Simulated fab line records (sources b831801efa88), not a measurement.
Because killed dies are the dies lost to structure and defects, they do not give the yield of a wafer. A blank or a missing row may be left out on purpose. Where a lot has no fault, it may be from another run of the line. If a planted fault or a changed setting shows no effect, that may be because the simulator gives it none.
Code-filled problem report in 8D (eight disciplines) form | flow sky130 | the parts of the form that need people (team, actions taken, sign-off) are left out

== 1. THE PROBLEM ==
Mean of run length s at SKY_FIELD_ISO_WET_ETCH_30: 112.5 s across 6 wafers in 2 lots; on wafers with no fault it is 78.8 s (standard deviation 2.8). That is +12 standard deviations from the usual mean.
The step: etches SiO2 in dHF, target depth 25 nm, time 50 s.
Seen first at day 4 19:32 on wet bench-04, wafer L176.1. The record holds 18 wafers of 6 lots with a number at this step. Rule for "out", or "out of limits": more than 4 standard deviations from the usual mean. Any other wafer with a number is counted as sound.

== 2. WHAT IT IS AND WHAT IT IS NOT ==
question                    | is                     | is not
which readings at this step | run length s           | -
which lots                  | L176, L177             | L166, L185, L186, L187
which wafers of those lots  | all that have a number | -
read on which tools         | wet bench-04           | wet bench-01
when                        | from day 4 19:32       | up to then (3 sound wafers); but 9 sound wafers of L185, L186, L187 came after

== 3. SUSPECTS, AND WHAT RULES EACH OUT ==
Counting: a tool at a process step up to the reading stays a suspect if it ran every lot that is out and no sound lot after the first of them.
- cmp-01 at SKY_FIELD_ISO_CMP_27 (polishes, stops on Si3N4, t overpolish 16 s, target thk 457.8 nm): ruled out as a lasting fault. Following L176 (day 4 18:39), the first lot on it that is out, the sound lots L185, L186, L187 were run on it.
- wet bench-04 at SKY_FIELD_ISO_WET_ETCH_30 (etches SiO2 in dHF, target depth 25 nm, time 50 s): kept. All lots that are out passed through it, beginning with L176 at day 4 19:32, and no sound lot followed; its final sound lot before that point was L166 at day 2 22:54. Its own readings are out on those wafers: run length s.
The count leaves wet bench-04 at SKY_FIELD_ISO_WET_ETCH_30.

== 4. THE CAUSE (what the simulator had put in) ==
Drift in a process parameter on wet bench-04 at SKY_FIELD_ISO_WET_ETCH_30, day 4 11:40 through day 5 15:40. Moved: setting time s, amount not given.
This tool alone remained once counting was done.

== 5. THE EFFECT CHAIN, in route order ==
Each row: a reading whose mean over the struck wafers that have a number lies more than 3 standard deviations from the usual. Readings are gone through only where the record gives a usual standard deviation; hours: the median, over the lots, of the time from a lot's start at the first step in this table giving one to that lot's start at this step; sigmas: the change measured in usual standard deviations.
hours | step                      | reading      | usual  | on struck wafers | change | sigmas
0     | SKY_FIELD_ISO_WET_ETCH_30 | run length s | 78.8 s | 112.5            | +33.7  | +12
Process steps it contains:
- SKY_FIELD_ISO_WET_ETCH_30: etches SiO2 in dHF, target depth 25 nm, time 50 s.
Later measuring or inspecting steps at which every struck wafer that the step has a row for has a number for every such reading, and none has moved that far: SKY_NWELL_THK_MEAS_02, SKY_DNWELL_TW_MEAS_09, SKY_PWDE_OVL_MEAS_07, SKY_PWDE_TW_MEAS_10.

== 6. WHAT WOULD HAVE CAUGHT IT SOONER ==
In this record the first reading out of limits was taken at day 4 19:32, 8 hours after the fault began at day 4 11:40.
